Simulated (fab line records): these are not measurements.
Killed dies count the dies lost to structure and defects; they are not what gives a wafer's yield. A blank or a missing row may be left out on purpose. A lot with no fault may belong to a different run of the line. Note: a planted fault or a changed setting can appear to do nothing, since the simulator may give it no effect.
Chamber matching    flow gf180mcu    rieDiel-02 running GF_HV_LDD_ETCHBACK_58: 4 sister chambers
The step etches Si3N4 in CH3F/O2, stops on SiO2, time 100 s, target depth 90 nm. 8 wafers are shown with their chamber, then 7 later ones without.

## WAFERS PAIRED WITH THEIR CHAMBERS
wafer   chamber  drypumpMotorCurrentA (A)  O2_flow_sccm (sccm)
L121.1  3        5.97                      30.01
L126.2  1        5.88                      29.87
L126.5  2        5.58                      30.05
L132.1  0        6.04                      30.07
L132.2  3        5.99                      29.99
L132.4  2        5.61                      29.90
L133.1  0        6.08                      30.19
L133.3  1        5.91                      29.85

## WAFERS WITH NO CHAMBER GIVEN
wafer   drypumpMotorCurrentA (A)  O2_flow_sccm (sccm)
L133.4  5.61                      29.99
L134.1  5.55                      29.96
L134.3  5.97                      29.88
L134.6  5.59                      30.01
L135.3  5.90                      30.01
L135.5  5.98                      29.97
L135.6  5.61                      29.94

## THE CHAMBER EACH PASSED THROUGH
wafer   from the rows above      in truth
L133.4  2                        2
L134.1  2                        2
L134.3  can't be placed: 3 or 1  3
L134.6  2                        2
L135.3  can't be placed: 1 or 3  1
L135.5  3                        3
L135.6  2                        2
Placed correctly: 5 of 7. Not placeable from these rows: 2 (in 2, the candidates include the true chamber). 0 placed wrongly.
How it was worked out, from the rows above alone: a wafer's distance from a chamber is the root of the sum, over the readings, of the square of ((its reading less the chamber's mean) divided by the reading's scatter). If the next closest chamber is less than 2 further off than the closest, the wafer can't be placed; otherwise it belongs to the closest. The mean given for a chamber averages the wafers shown for that chamber. How the scatter is found: for the shown wafers, subtract from each reading the mean of its chamber, square and add these, divide the total by (wafers less chambers), then take the root.
